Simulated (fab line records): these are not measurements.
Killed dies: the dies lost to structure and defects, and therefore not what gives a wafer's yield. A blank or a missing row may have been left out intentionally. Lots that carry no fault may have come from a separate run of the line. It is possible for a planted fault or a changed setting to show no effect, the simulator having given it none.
Which tool is to blame? || flow sky130 || 11 lots, 33 wafers sampled, at 6 steps of a route of 708

## WHAT THE GAUGES READ, wafer by wafer
SKY_NWELL_TW_MEAS_26.
{"lot": "L266", "measured": "day 5 10:56", "on": "filmMetro-03", "NWELL_2_TW": "495.7 495.5 492.9"}
{"lot": "L269", "measured": "day 7 08:43", "on": "filmMetro-04", "NWELL_2_TW": "497.2 497.2 495.8"}
{"lot": "L270", "measured": "day 7 09:14", "on": "filmMetro-04", "NWELL_2_TW": "495.7 499.4 497.0"}
{"lot": "L274", "measured": "day 7 22:11", "on": "filmMetro-01", "NWELL_2_TW": "496.1 496.4 495.7"}
{"lot": "L276", "measured": "day 8 03:34", "on": "filmMetro-03", "NWELL_2_TW": "496.9 492.7 496.5"}
{"lot": "L281", "measured": "day 9 18:22", "on": "filmMetro-01", "NWELL_2_TW": "495.2 494.6 496.0"}
{"lot": "L283", "measured": "day 10 09:29", "on": "filmMetro-03", "NWELL_2_TW": "497.1 498.3 499.2"}
{"lot": "L285", "measured": "day 10 15:38", "on": "filmMetro-01", "NWELL_2_TW": "495.8 495.3 493.4"}
{"lot": "L286", "measured": "day 10 21:21", "on": "filmMetro-03", "NWELL_2_TW": "499.4 499.1 498.1"}
{"lot": "L287", "measured": "day 10 23:44", "on": "filmMetro-01", "NWELL_2_TW": "493.7 495.8 491.8"}
{"lot": "L288", "measured": "day 11 06:55", "on": "filmMetro-04", "NWELL_2_TW": "493.7 495.0 494.8"}

SKY_POLY_GATE_THK_MEAS_04.
{"lot": "L266", "measured": "day 15 01:49", "on": "filmMetro-01", "POLY_GATE_CVD_03_THK (nm)": "74.1 73.7 74.5"}
{"lot": "L269", "measured": "day 18 03:25", "on": "filmMetro-03", "POLY_GATE_CVD_03_THK (nm)": "74.5 74.2 74.5"}
{"lot": "L270", "measured": "day 18 05:49", "on": "filmMetro-01", "POLY_GATE_CVD_03_THK (nm)": "74.7 74.3 74.6"}
{"lot": "L274", "measured": "day 19 00:53", "on": "filmMetro-02", "POLY_GATE_CVD_03_THK (nm)": "74.0 74.0 74.4"}
{"lot": "L276", "measured": "day 19 03:19", "on": "filmMetro-01", "POLY_GATE_CVD_03_THK (nm)": "74.1 73.4 74.0"}
{"lot": "L281", "measured": "day 21 13:40", "on": "filmMetro-01", "POLY_GATE_CVD_03_THK (nm)": "73.3 72.8 73.2"}
{"lot": "L283", "measured": "day 22 03:59", "on": "filmMetro-02", "POLY_GATE_CVD_03_THK (nm)": "74.9 75.1 74.9"}
{"lot": "L285", "measured": "day 22 16:52", "on": "filmMetro-02", "POLY_GATE_CVD_03_THK (nm)": "74.8 75.1 74.6"}
{"lot": "L286", "measured": "day 23 08:44", "on": "filmMetro-01", "POLY_GATE_CVD_03_THK (nm)": "74.6 74.4 75.1"}
{"lot": "L287", "measured": "day 23 07:22", "on": "filmMetro-02", "POLY_GATE_CVD_03_THK (nm)": "73.8 73.9 73.6"}
{"lot": "L288", "measured": "day 23 10:05", "on": "filmMetro-01", "POLY_GATE_CVD_03_THK (nm)": "74.2 74.2 74.9"}

SKY_LDD_N_TW_MEAS_17.
{"lot": "L266", "measured": "day 17 13:47", "on": "filmMetro-03", "LDD_N_TW": "2613 2607 2622"}
{"lot": "L269", "measured": "day 20 19:47", "on": "filmMetro-03", "LDD_N_TW": "2586 2579 2577"}
{"lot": "L270", "measured": "day 20 21:37", "on": "filmMetro-03", "LDD_N_TW": "2582 2588 2591"}
{"lot": "L274", "measured": "day 21 17:29", "on": "filmMetro-02", "LDD_N_TW": "2648 2663 2659"}
{"lot": "L276", "measured": "day 21 20:43", "on": "filmMetro-02", "LDD_N_TW": "2656 2647 2635"}
{"lot": "L281", "measured": "day 24 05:10", "on": "filmMetro-04", "LDD_N_TW": "2594 2587 2595"}
{"lot": "L283", "measured": "day 24 19:47", "on": "filmMetro-02", "LDD_N_TW": "2595 2596 2595"}
{"lot": "L285", "measured": "day 25 07:35", "on": "filmMetro-04", "LDD_N_TW": "2598 2580 2592"}
{"lot": "L286", "measured": "day 25 23:06", "on": "filmMetro-02", "LDD_N_TW": "2575 2572 2556"}
{"lot": "L287", "measured": "day 25 21:21", "on": "filmMetro-03", "LDD_N_TW": "2597 2604 2590"}
{"lot": "L288", "measured": "day 26 00:37", "on": "filmMetro-03", "LDD_N_TW": "2587 2594 2582"}

## WHAT TOOL EACH LOT RAN ON (gives the tool, then ch and the chambers of the sampled wafers, and finally the start)
{"lot": "L266", "SKY_FIELD_ISO_ETCH_14": "rieDiel-04 ch 1,3, day 2 12:04", "SKY_LDD_N_IMPLANT_09": "implanter-03 ch 0, day 17 12:39", "SKY_LDD_N_STRIP_16": "plasmaAsher-03 ch 0,1, day 17 13:40"}
{"lot": "L269", "SKY_FIELD_ISO_ETCH_14": "rieDiel-04 ch 0,1, day 3 06:37", "SKY_LDD_N_IMPLANT_09": "implanter-02 ch 0, day 20 18:38", "SKY_LDD_N_STRIP_16": "plasmaAsher-03 ch 0,1, day 20 19:41"}
{"lot": "L270", "SKY_FIELD_ISO_ETCH_14": "rieDiel-03 ch 0,3, day 3 09:25", "SKY_LDD_N_IMPLANT_09": "implanter-01 ch 0, day 20 20:28", "SKY_LDD_N_STRIP_16": "plasmaAsher-02 ch 0,1, day 20 21:31"}
{"lot": "L274", "SKY_FIELD_ISO_ETCH_14": "rieDiel-02 ch 0,2, day 4 06:33", "SKY_LDD_N_IMPLANT_09": "implanter-02 ch 0, day 21 16:20", "SKY_LDD_N_STRIP_16": "plasmaAsher-02 ch 0,1, day 21 17:23"}
{"lot": "L276", "SKY_FIELD_ISO_ETCH_14": "rieDiel-02 ch 0,1,2, day 4 16:04", "SKY_LDD_N_IMPLANT_09": "implanter-02 ch 0, day 21 19:37", "SKY_LDD_N_STRIP_16": "plasmaAsher-02 ch 0,1, day 21 20:37"}
{"lot": "L281", "SKY_FIELD_ISO_ETCH_14": "rieDiel-03 ch 0,2,3, day 5 15:59", "SKY_LDD_N_IMPLANT_09": "implanter-01 ch 0, day 24 04:01", "SKY_LDD_N_STRIP_16": "plasmaAsher-02 ch 0,1, day 24 05:04"}
{"lot": "L283", "SKY_FIELD_ISO_ETCH_14": "rieDiel-03 ch 0,1,3, day 6 01:22", "SKY_LDD_N_IMPLANT_09": "implanter-02 ch 0, day 24 18:38", "SKY_LDD_N_STRIP_16": "plasmaAsher-03 ch 0,1, day 24 19:40"}
{"lot": "L285", "SKY_FIELD_ISO_ETCH_14": "rieDiel-02 ch 0,1, day 6 15:25", "SKY_LDD_N_IMPLANT_09": "implanter-02 ch 0, day 25 06:26", "SKY_LDD_N_STRIP_16": "plasmaAsher-03 ch 0,1, day 25 07:29"}
{"lot": "L286", "SKY_FIELD_ISO_ETCH_14": "rieDiel-04 ch 0,1, day 6 23:28", "SKY_LDD_N_IMPLANT_09": "implanter-01 ch 0, day 25 21:59", "SKY_LDD_N_STRIP_16": "plasmaAsher-02 ch 0,1, day 25 23:01"}
{"lot": "L287", "SKY_FIELD_ISO_ETCH_14": "rieDiel-03 ch 0,1,2, day 7 00:26", "SKY_LDD_N_IMPLANT_09": "implanter-01 ch 0, day 25 20:13", "SKY_LDD_N_STRIP_16": "plasmaAsher-03 ch 0,1, day 25 21:14"}
{"lot": "L288", "SKY_FIELD_ISO_ETCH_14": "rieDiel-02 ch 0,1,2, day 7 08:58", "SKY_LDD_N_IMPLANT_09": "implanter-03 ch 0, day 25 23:28", "SKY_LDD_N_STRIP_16": "plasmaAsher-02 ch 0,1, day 26 00:31"}
- SKY_FIELD_ISO_ETCH_14: etches BARC in N2/H2, stops on SiO2, time 45.9 s, target depth 60 nm.
- SKY_LDD_N_IMPLANT_09
- SKY_LDD_N_STRIP_16: strips in O2/N2.

## WHAT THE TOOLS THEMSELVES READ (means of the sampled wafers that have a number; where no wafer has one, the mark that the record gives instead)
SKY_FIELD_ISO_ETCH_14.
{"lot": "L266", "tool": "rieDiel-04", "drypumpMotorCurrentA (A)": 5.7, "h2FlowSccm (sccm)": 200.1, "oesProductAu (a.u.)": 0.854, "throttleValvePct (%)": 13.225}
{"lot": "L269", "tool": "rieDiel-04", "drypumpMotorCurrentA (A)": 5.8, "h2FlowSccm (sccm)": 200.6, "oesProductAu (a.u.)": 0.860, "throttleValvePct (%)": 13.221}
{"lot": "L270", "tool": "rieDiel-03", "drypumpMotorCurrentA (A)": 5.9, "h2FlowSccm (sccm)": 200.0, "oesProductAu (a.u.)": 0.856, "throttleValvePct (%)": 13.235}
{"lot": "L274", "tool": "rieDiel-02", "drypumpMotorCurrentA (A)": 5.2, "h2FlowSccm (sccm)": 200.2, "oesProductAu (a.u.)": 0.850, "throttleValvePct (%)": 13.230}
{"lot": "L276", "tool": "rieDiel-02", "drypumpMotorCurrentA (A)": 5.3, "h2FlowSccm (sccm)": 200.5, "oesProductAu (a.u.)": 0.853, "throttleValvePct (%)": 13.225}
{"lot": "L281", "tool": "rieDiel-03", "drypumpMotorCurrentA (A)": 5.8, "h2FlowSccm (sccm)": 200.2, "oesProductAu (a.u.)": 0.854, "throttleValvePct (%)": 13.222}
{"lot": "L283", "tool": "rieDiel-03", "drypumpMotorCurrentA (A)": 5.5, "h2FlowSccm (sccm)": 199.8, "oesProductAu (a.u.)": 0.854, "throttleValvePct (%)": 13.235}
{"lot": "L285", "tool": "rieDiel-02", "drypumpMotorCurrentA (A)": 5.0, "h2FlowSccm (sccm)": 199.8, "oesProductAu (a.u.)": 0.855, "throttleValvePct (%)": 13.221}
{"lot": "L286", "tool": "rieDiel-04", "drypumpMotorCurrentA (A)": 5.9, "h2FlowSccm (sccm)": 200.0, "oesProductAu (a.u.)": 0.849, "throttleValvePct (%)": 13.219}
{"lot": "L287", "tool": "rieDiel-03", "drypumpMotorCurrentA (A)": 5.4, "h2FlowSccm (sccm)": 199.6, "oesProductAu (a.u.)": 0.853, "throttleValvePct (%)": 13.223}
{"lot": "L288", "tool": "rieDiel-02", "drypumpMotorCurrentA (A)": 5.3, "h2FlowSccm (sccm)": 200.1, "oesProductAu (a.u.)": 0.855, "throttleValvePct (%)": 13.228}

SKY_LDD_N_IMPLANT_09.
{"lot": "L266", "tool": "implanter-03", "beamOnS (s)": 10.12, "doseIonsCm2": 7.507e+13, "faradayCurrentUA": 417}
{"lot": "L269", "tool": "implanter-02", "beamOnS (s)": 10.28, "doseIonsCm2": 7.494e+13, "faradayCurrentUA": 411}
{"lot": "L270", "tool": "implanter-01", "beamOnS (s)": 10.05, "doseIonsCm2": 7.496e+13, "faradayCurrentUA": 422}
{"lot": "L274", "tool": "implanter-02", "beamOnS (s)": 13.80, "doseIonsCm2": 1.208e+14, "faradayCurrentUA": 493}
{"lot": "L276", "tool": "implanter-02", "beamOnS (s)": 13.58, "doseIonsCm2": 1.208e+14, "faradayCurrentUA": 501}
{"lot": "L281", "tool": "implanter-01", "beamOnS (s)": 9.96, "doseIonsCm2": 7.497e+13, "faradayCurrentUA": 425}
{"lot": "L283", "tool": "implanter-02", "beamOnS (s)": 9.95, "doseIonsCm2": 7.504e+13, "faradayCurrentUA": 426}
{"lot": "L285", "tool": "implanter-02", "beamOnS (s)": 10.14, "doseIonsCm2": 7.505e+13, "faradayCurrentUA": 416}
{"lot": "L286", "tool": "implanter-01", "beamOnS (s)": 10.00, "doseIonsCm2": 7.500e+13, "faradayCurrentUA": 423}
{"lot": "L287", "tool": "implanter-01", "beamOnS (s)": 10.13, "doseIonsCm2": 7.498e+13, "faradayCurrentUA": 418}
{"lot": "L288", "tool": "implanter-03", "beamOnS (s)": 10.00, "doseIonsCm2": 7.502e+13, "faradayCurrentUA": 423}

SKY_LDD_N_STRIP_16.
{"lot": "L266", "tool": "plasmaAsher-03", "drypumpMotorCurrentA (A)": 6.1, "oesProductAu (a.u.)": 0.406, "stripTimeToEndpointS (s)": 4.307}
{"lot": "L269", "tool": "plasmaAsher-03", "drypumpMotorCurrentA (A)": 6.1, "oesProductAu (a.u.)": 0.406, "stripTimeToEndpointS (s)": 4.319}
{"lot": "L270", "tool": "plasmaAsher-02", "drypumpMotorCurrentA (A)": 5.2, "oesProductAu (a.u.)": 0.410, "stripTimeToEndpointS (s)": 4.312}
{"lot": "L274", "tool": "plasmaAsher-02", "drypumpMotorCurrentA (A)": 5.7, "oesProductAu (a.u.)": 0.407, "stripTimeToEndpointS (s)": 4.449}
{"lot": "L276", "tool": "plasmaAsher-02", "drypumpMotorCurrentA (A)": 5.7, "oesProductAu (a.u.)": 0.407, "stripTimeToEndpointS (s)": 4.431}
{"lot": "L281", "tool": "plasmaAsher-02", "drypumpMotorCurrentA (A)": 5.2, "oesProductAu (a.u.)": 0.406, "stripTimeToEndpointS (s)": 4.312}
{"lot": "L283", "tool": "plasmaAsher-03", "drypumpMotorCurrentA (A)": 6.1, "oesProductAu (a.u.)": 0.406, "stripTimeToEndpointS (s)": 4.316}
{"lot": "L285", "tool": "plasmaAsher-03", "drypumpMotorCurrentA (A)": 5.9, "oesProductAu (a.u.)": 0.408, "stripTimeToEndpointS (s)": 4.296}
{"lot": "L286", "tool": "plasmaAsher-02", "drypumpMotorCurrentA (A)": 5.2, "oesProductAu (a.u.)": 0.405, "stripTimeToEndpointS (s)": 4.298}
{"lot": "L287", "tool": "plasmaAsher-03", "drypumpMotorCurrentA (A)": 6.1, "oesProductAu (a.u.)": 0.404, "stripTimeToEndpointS (s)": 4.314}
{"lot": "L288", "tool": "plasmaAsher-02", "drypumpMotorCurrentA (A)": 5.2, "oesProductAu (a.u.)": 0.411, "stripTimeToEndpointS (s)": 4.316}

## THE ANSWER, worked out from the rows above alone
Rule: usual is defined by the lots themselves. Put in order of their means at a reading, lots are off if they are a third of the lots or fewer, leave a main group of 4 or more, and stand apart from it by a gap of 3 or more times the standard deviation of the main group's means; of several such gaps the widest counts. A main group whose means are all the same, to the digits that the tables above print for the reading, isn't used. Also off: a lot with no number at a reading for which 4 or more lots have one. All remaining lots with rows at the step are treated as sound. After the gauges, taken in route order, come the tools' own readings; for these a lot's mean is taken, as printed above. At the first step where some lot is off, the reading lying furthest off is the one used; lots without a number count as furthest.
Off at SKY_LDD_N_IMPLANT_09 (doseIonsCm2): L274, L276. Main group: mean 7.500e+13, sd 4.2e+10.
A tool fits if, at that step or a process step before it, it ran every lot that is off, and no sound lot after the first of them. Of those tried, none fits.

## WHAT THE SIMULATOR PUT IN
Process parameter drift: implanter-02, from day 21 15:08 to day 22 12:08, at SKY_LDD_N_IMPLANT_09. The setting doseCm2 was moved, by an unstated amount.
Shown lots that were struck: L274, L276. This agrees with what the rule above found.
